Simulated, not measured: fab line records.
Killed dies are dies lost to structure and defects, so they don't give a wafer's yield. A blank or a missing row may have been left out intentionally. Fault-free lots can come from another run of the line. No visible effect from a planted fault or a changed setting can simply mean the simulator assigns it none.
One fault seen from 2 desks / flow gf180mcu / only its own numbers are on each desk; what lay behind them is given at the end

THE TOOL OWNER'S DESK: cmp-02
The tool's own readings at GF_V1_CMP_04 (polishes SiO2): means of the sampled wafers that have a number, for each lot that ran on this tool. If a lot's mean is further than 4 standard deviations from the usual mean, the lot is out of limits and carries the mark OUT (the distance appears in the brackets).
Columns: A = motor current A at GF_V1_CMP_04, usual 12.1 A; B = time to endpoint s at GF_V1_CMP_04, usual 83 s
lot=L243; first seen here=day 17 03:17; A=12.0; B=74
lot=L244; first seen here=day 17 14:10; A=12.5; B=78
lot=L245; first seen here=day 17 23:37; A=11.9; B=79
lot=L246; first seen here=day 18 09:08; A=12.3; B=75
lot=L248; first seen here=day 19 17:41; A=12.3; B=84
lot=L253; first seen here=day 21 00:27; A=11.8; B=46 (-5.4) OUT
lot=L262; first seen here=day 24 07:20; A=12.0; B=92
lot=L265; first seen here=day 25 00:56; A=12.3; B=76
lot=L266; first seen here=day 25 11:02; A=12.7; B=75
lot=L260; first seen here=day 26 05:20; A=12.2; B=88
Finding of this desk: L253 out of limits; the first was L253 at day 21 00:27, on time to endpoint s at GF_V1_CMP_04. Within limits: L243, L244, L245, L246, L248, L262, L265, L266, L260.

METROLOGY DESK
Means of the sampled wafers that have a number, per lot and without regard to the tool the lot ran on: this is what the gauges read. If a lot's mean is further than 4 standard deviations from the usual mean, the lot is out of limits and carries the mark OUT (the distance appears in the brackets).
Columns: A = V1_BOW at GF_V1_BOW_MEAS_05, usual 83 um
lot=L243; first seen here=day 17 03:35; A=86
lot=L244; first seen here=day 17 14:25; A=85
lot=L245; first seen here=day 17 23:52; A=82
lot=L246; first seen here=day 18 09:26; A=79
lot=L248; first seen here=day 19 17:59; A=82
lot=L253; first seen here=day 21 00:45; A=89
lot=L257; first seen here=day 22 12:00; A=88
lot=L261; first seen here=day 23 16:49; A=90
lot=L262; first seen here=day 24 07:39; A=80
lot=L263; first seen here=day 24 11:39; A=85
lot=L265; first seen here=day 25 01:11; A=73
lot=L266; first seen here=day 25 11:14; A=90
lot=L260; first seen here=day 26 05:38; A=87
Finding of this desk: none of the 13 lots has anything out of limits.

BROUGHT TOGETHER
The tool owner's desk could have raised an alarm at day 21 00:27, on L253.
Nothing out of limits was seen by the metrology desk.
The metrology desk holds a record of L253, inside its limits.
GF_V1_CMP_04 was run on cmp-02 by each of the lots named.

WHAT THE SIMULATOR HAD PUT IN
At GF_V1_CMP_04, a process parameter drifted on cmp-02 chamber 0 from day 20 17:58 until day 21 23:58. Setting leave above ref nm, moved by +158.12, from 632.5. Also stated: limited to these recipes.
Lots struck among those shown: L253.
Hours from the fault's start to each desk's first reading out of limits: the tool owner's desk, 6.
